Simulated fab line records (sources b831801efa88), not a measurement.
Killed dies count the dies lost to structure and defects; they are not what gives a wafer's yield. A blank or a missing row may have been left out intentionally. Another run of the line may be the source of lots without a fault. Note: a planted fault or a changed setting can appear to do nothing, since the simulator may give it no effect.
A struck lot beside a sound one | flow sky130 | 18 out of 708 route steps
Sound: wafers L136.4, L136.5, L136.6. Struck: wafer L154.6. (L154.3, L154.5 of the same lot were not struck and are left out.) The cause comes at the end.
Per side, at each step with rows, come the tool, then ch with its chambers, and then its first start. Under that, the readings that differ: sound wafers | struck wafers | difference of the means | sigmas: that difference in standard deviations of wafers without a fault.
alike: readings whose means differ by less than 2 such deviations, and words and numbers that are the same on both sides. not compared: withheld readings, readings that some wafer has no value for, bounds like >300 that may hide the same value, and numbers for which the record gives no deviation and whose values overlap.
A row with sigmas, a row that says differs or no value, or rows on one side alone: a step with any of these is where the two part. Numbers that have no deviation but don't overlap get no sigmas and don't part them. Lack of a reading on every wafer of one side parts them only where that side has two or more wafers.

first, 5 steps without rows for these wafers: SKY_VIA4_COAT_06 (resist thk 1140 nm); SKY_VIA4_SOFTBAKE_07 (time 60 s); SKY_VIA4_EXPOSE_08 (exposes mask VIM4, target cd 800 nm); SKY_VIA4_PEB_09; SKY_VIA4_DEVELOP_10 (develop time 60 s).
SKY_VIA4_OVL_MEAS_11:
  struck on overlay-01, day 48 03:26; sound on overlay-01, day 44 01:58
  reading       | sound       | struck | difference | sigmas
  VIA4_OVL (nm) | 1.5 3.1 2.5 | -1.8   | -4.2       | -3
SKY_VIA4_ETCH_12: etches SiO2 in C4F8/O2/Ar, stops on TiN, target depth 580 nm.
  sound on rie_diel-04 ch 0,3, day 44 01:59; struck on rie_diel-02 ch 0, day 48 03:27
  alike: oes_product_au
SKY_VIA4_STRIP_13: strips in O2/N2.
  sound on plasma_asher-01 ch 0,1, day 44 02:05; struck on plasma_asher-01 ch 1, day 48 03:34
  alike: drypump_motor_current_A, oes_product_au, strip_time_to_endpoint_s
  not compared: rf_hours_counter_h
then, 3 steps without rows for these wafers: SKY_VIA4_STRIP_14 (strips in post etch residue remover, time 1200 s); SKY_VIA4_CLEAN_15 (cleans in IPA, time 180 s); SKY_VIA4_CLEAN_16 (cleans in O3/DIW).
SKY_VIA4_SPUTTER_17: material TiN, target thk 20 nm, time 80 s.
  struck on pvd_sputter-01, day 48 04:14; sound on pvd_sputter-04, day 44 02:40
  alike: throttle_valve_pct
SKY_VIA4_CVD_18: deposits W, target thk 505 nm, time 152.14 s.
  sound on cvd_w-02 ch 0,1, day 44 02:45; struck on cvd_w-01 ch 0, day 48 04:20
  reading                            | sound                | struck | difference | sigmas
  heater_power_outer_w (W)           | 481 467 510          | 340    | -146       | -5
  heater_power_w (W)                 | 787 777 819          | 578    | -216       | -8
  susceptor_temp_C (C)               | 399.93 400.03 400.34 | 345.47 | -54.63     | -99 or more
  model.W_of_VIA4_CVD_18.thk_nm (nm) | 508.1 504.1 497.2    | 168.4  | -334.7     |
SKY_VIA4_RS_MEAS_19: uses a four-point probe to measure.
  struck on film_metro-02, day 48 04:53; sound on film_metro-03, day 44 02:55
  reading            | sound                | struck | difference | sigmas
  VIA4_W_RS (ohm/sq) | 0.2250 0.2268 0.2297 | 0.6895 | +0.4623    | +99 or more
  not compared: hold
SKY_VIA4_THK_MEAS_20: measures by xrf.
  struck on film_metro-02, day 48 10:28; sound on film_metro-03, day 44 03:00
  reading         | sound       | struck | difference | sigmas
  VIA4_W_THK (nm) | 509 505 501 | 169    | -336       | -70
  not compared: hold
SKY_VIA4_CMP_21: polishes, stops on SiO2, t overpolish 25 s, target thk 0 nm.
  sound on cmp-01 ch 0,1,3, day 44 03:11; struck on cmp-01 ch 2, day 48 18:33
  reading                | sound          | struck                   | difference                   | sigmas
  hold                   | - - -          | await_dispo/7.8h/release | no value on the sound wafers |
  motor_current_A (A)    | 11.8 13.8 11.4 | 8.1                      | -4.2                         | -3
  time_to_endpoint_s (s) | 130 124 123    | 39                       | -87                          | -19
SKY_METAL5_SPUTTER_00: material Ti, target thk 15 nm, time 10 s.
  struck on pvd_sputter-01, day 48 18:42; sound on pvd_sputter-03, day 44 03:20
  alike: throttle_valve_pct
SKY_PAD_OPEN_PROBE_99:
  struck on prober-02, day 50 13:25; sound on prober-02, day 46 23:04
  reading                                 | sound                         | struck    | difference | sigmas
  killed_at_front_end                     | 6 6 6                         | 17        | +11        | +2
  model.etest.res_p_drift_20v.line_ohm_um | 1.147e+04 1.115e+04 1.122e+04 | 1.154e+04 | +2.600e+02 |
  model.etest.res_p_drift_20v.rs_ohm_sq   | 9588 9333 9431                | 9757      | +306       |
  model.etest.via4_chain.rc_ohm           | 0.7885 0.807 0.823            | 0.8547    | +0.0485    |
  alike: killed_at_M0_to_M3, killed_at_M4_up, killed_at_contacts, killed_at_other, killed_dies, killed_open, killed_short
  not compared: model.etest.res_pwde_under_gate.rs_ohm_sq

WHERE THEY PART
At SKY_VIA4_OVL_MEAS_11 first; at SKY_PAD_OPEN_PROBE_99 last (within this record only).

WHY: what had been put in by the simulator
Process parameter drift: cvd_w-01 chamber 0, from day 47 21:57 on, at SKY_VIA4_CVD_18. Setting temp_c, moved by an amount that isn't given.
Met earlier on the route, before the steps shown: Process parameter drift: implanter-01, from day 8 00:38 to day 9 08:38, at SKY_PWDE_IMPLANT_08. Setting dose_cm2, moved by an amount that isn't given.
